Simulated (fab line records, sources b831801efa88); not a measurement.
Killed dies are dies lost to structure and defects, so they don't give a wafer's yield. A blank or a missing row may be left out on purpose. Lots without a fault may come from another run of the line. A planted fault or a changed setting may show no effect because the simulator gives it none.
Which tool did it? | flow sky130 | 10 lots, 29 wafers sampled, at 6 steps of a route of 708

WHAT THE GAUGES READ, wafer by wafer
SKY_METAL1_OVL_MEAS_16. Usual: METAL1_OVL 4 nm, standard deviation 5.6.
lot  | measured     | on         | METAL1_OVL (nm) | flag
L503 | day 33 23:13 | overlay-01 | 10 8 1          |
L506 | day 34 23:56 | overlay-02 | 11 -2 11        |
L505 | day 35 01:46 | overlay-01 | 21 -5 7         |
L507 | day 35 17:07 | overlay-01 | 1 9 8           |
L513 | day 37 20:17 | overlay-02 | 4 -1 7          |
L514 | day 37 20:38 | overlay-01 | -1 2 1          |
L518 | day 37 21:14 | overlay-02 | 7 10 3          |
L515 | day 38 00:20 | overlay-02 | 2 4 3           |
L519 | day 38 05:14 | overlay-01 | -2 -1 4         |
L521 | day 38 17:32 | overlay-02 | 5 0             |

SKY_METAL2_RS_MEAS_05: measures by four-point-probe. Usual: METAL2_ALCU_RS 0.1269 ohm/sq, standard deviation 0.0012.
lot  | measured     | on            | METAL2_ALCU_RS (ohm/sq)                   | flag
L503 | day 35 05:39 | film_metro-01 | 0.1267 0.1247 0.1265                      |
L506 | day 36 05:01 | film_metro-04 | 0.1286 0.1282 0.1286                      |
L505 | day 36 06:51 | film_metro-01 | 0.1264 0.1262 0.1249                      |
L507 | day 36 20:59 | film_metro-01 | 0.1272 0.1269 0.1261                      |
L513 | day 39 00:39 | film_metro-02 | 0.1264 0.1254 0.1260                      |
L514 | day 39 01:00 | film_metro-04 | 0.1246 0.1267 0.1255                      |
L518 | day 39 01:36 | film_metro-02 | 0.1244 0.1245 0.1264                      |
L515 | day 39 03:43 | film_metro-04 | 0.1267 0.1269 0.1253                      |
L519 | day 39 09:49 | film_metro-01 | 0.1269 0.1274 0.2525 0.1271 0.1273 0.2524 | OFF
L521 | day 39 21:09 | film_metro-01 | 0.1274 0.2524 0.1270 0.2524               | OFF

SKY_METAL2_THK_MEAS_06: measures by xrf. Usual: METAL2_ALCU_THK 250.7 nm, standard deviation 2.7.
lot  | measured     | on            | METAL2_ALCU_THK (nm)                | flag
L503 | day 35 05:46 | film_metro-01 | 248.3 252.2 250.0                   |
L506 | day 36 05:08 | film_metro-04 | 247.3 248.9 248.1                   |
L505 | day 36 06:58 | film_metro-01 | 251.0 251.1 253.2                   |
L507 | day 36 21:07 | film_metro-01 | 248.7 249.6 249.0                   |
L513 | day 39 00:45 | film_metro-02 | 253.4 253.6 255.2                   |
L514 | day 39 01:06 | film_metro-04 | 253.2 248.2 253.2                   |
L518 | day 39 01:42 | film_metro-02 | 257.5 257.6 254.8                   |
L515 | day 39 03:50 | film_metro-04 | 248.3 249.1 252.0                   |
L519 | day 39 17:02 | film_metro-01 | 249.0 246.9 129.5 247.9 247.3 130.6 | OFF
L521 | day 40 02:34 | film_metro-01 | 249.3 128.8 249.9 128.7             | OFF

WHICH TOOL RAN EACH LOT (tool, then ch and the chambers of the sampled wafers, then the start)
lot  | SKY_VIA1_CMP_02               | SKY_METAL2_SPUTTER_01        | SKY_METAL2_SPUTTER_02
L503 | cmp-02 ch 0,1,2, day 34 00:32 | pvd_sputter-02, day 35 05:32 | pvd_sputter-02, day 35 05:33
L506 | cmp-01 ch 2,3, day 35 01:11   | pvd_sputter-04, day 36 04:53 | pvd_sputter-04, day 36 04:55
L505 | cmp-02 ch 0,2, day 35 02:50   | pvd_sputter-02, day 36 06:44 | pvd_sputter-02, day 36 06:46
L507 | cmp-01 ch 0,2,3, day 35 18:12 | pvd_sputter-02, day 36 20:53 | pvd_sputter-02, day 36 20:54
L513 | cmp-02 ch 1,2,3, day 37 21:27 | pvd_sputter-01, day 39 00:29 | pvd_sputter-01, day 39 00:31
L514 | cmp-01 ch 0,1, day 37 21:39   | pvd_sputter-02, day 39 00:50 | pvd_sputter-02, day 39 00:52
L518 | cmp-01 ch 1,2,3, day 37 22:32 | pvd_sputter-02, day 39 01:26 | pvd_sputter-02, day 39 01:28
L515 | cmp-02 ch 0,1,2, day 38 01:31 | pvd_sputter-02, day 39 03:35 | pvd_sputter-02, day 39 03:37
L519 | cmp-02 ch 0,1,3, day 38 06:29 | pvd_sputter-02, day 39 09:41 | pvd_sputter-02, day 39 09:42
L521 | cmp-02 ch 0,1, day 38 18:40   | pvd_sputter-02, day 39 21:02 | pvd_sputter-02, day 39 21:04
- SKY_VIA1_CMP_02: polishes SiO2.
- SKY_METAL2_SPUTTER_01: material TiN, target thk 20 nm, time 16.7 s.
- SKY_METAL2_SPUTTER_02: material AlCu, target thk 250 nm, time 13.3 s.

WHAT THE TOOLS THEMSELVES READ (means of the sampled wafers that have a number; where no wafer has one, the mark that the record gives instead)
SKY_VIA1_CMP_02. Usual: head_pressure_psi 4.000 psi, standard deviation 0.0094; motor_current_A 11.9 A, standard deviation 1.8.
lot  | tool   | head_pressure_psi (psi) | motor_current_A (A) | flag
L503 | cmp-02 | 4.004                   | 12.3                |
L506 | cmp-01 | 4.002                   | 10.8                |
L505 | cmp-02 | 3.998                   | 12.8                |
L507 | cmp-01 | 4.015                   | 10.8                |
L513 | cmp-02 | 3.993                   | 13.3                |
L514 | cmp-01 | 3.996                   | 9.9                 |
L518 | cmp-01 | 4.005                   | 11.9                |
L515 | cmp-02 | 4.003                   | 12.5                |
L519 | cmp-02 | 4.006                   | 11.4                |
L521 | cmp-02 | 4.002                   | 11.8                |

SKY_METAL2_SPUTTER_01. Usual: throttle_valve_pct 30.5 %, standard deviation 0.86.
lot  | tool           | throttle_valve_pct (%) | flag
L503 | pvd_sputter-02 | 31.4                   |
L506 | pvd_sputter-04 | 30.2                   |
L505 | pvd_sputter-02 | 31.2                   |
L507 | pvd_sputter-02 | 30.1                   |
L513 | pvd_sputter-01 | 29.1                   |
L514 | pvd_sputter-02 | 31.1                   |
L518 | pvd_sputter-02 | 30.9                   |
L515 | pvd_sputter-02 | 30.4                   |
L519 | pvd_sputter-02 | 31.3                   |
L521 | pvd_sputter-02 | 31.1                   |

SKY_METAL2_SPUTTER_02. Usual: throttle_valve_pct 30.5 %, standard deviation 0.86.
lot  | tool           | throttle_valve_pct (%) | flag
L503 | pvd_sputter-02 | 31.4                   |
L506 | pvd_sputter-04 | 30.4                   |
L505 | pvd_sputter-02 | 31.3                   |
L507 | pvd_sputter-02 | 30.0                   |
L513 | pvd_sputter-01 | 29.2                   |
L514 | pvd_sputter-02 | 30.9                   |
L518 | pvd_sputter-02 | 30.7                   |
L515 | pvd_sputter-02 | 30.4                   |
L519 | pvd_sputter-02 | 31.5                   |
L521 | pvd_sputter-02 | 30.9                   |

THE ANSWER, worked out from the rows above alone
Rule: a lot is off if the mean of its wafers that have a number lies more than 3 standard deviations from the usual mean. A lot without any number at a reading at which 4 lots or more have one is off too. The other lots that the step has rows for count as sound. The gauges are gone through in route order, then the tools' own readings, and for those a lot's mean is taken as printed above. The first step at which some lot is off is used, and at that step the reading that is off furthest; a lot without a number counts as furthest.
Off: L519, L521, at SKY_METAL2_RS_MEAS_05 (METAL2_ALCU_RS).
A tool fits if, at a process step before that reading, it ran every lot that is off, and no sound lot after the first of them. The gauges at SKY_METAL2_RS_MEAS_05 are tried like those tools. Can't be told from this: 3 tools fit, cmp-02 at SKY_VIA1_CMP_02, pvd_sputter-02 at SKY_METAL2_SPUTTER_01 and SKY_METAL2_SPUTTER_02, film_metro-01 at SKY_METAL2_RS_MEAS_05.

WHAT THE SIMULATOR HAD PUT IN
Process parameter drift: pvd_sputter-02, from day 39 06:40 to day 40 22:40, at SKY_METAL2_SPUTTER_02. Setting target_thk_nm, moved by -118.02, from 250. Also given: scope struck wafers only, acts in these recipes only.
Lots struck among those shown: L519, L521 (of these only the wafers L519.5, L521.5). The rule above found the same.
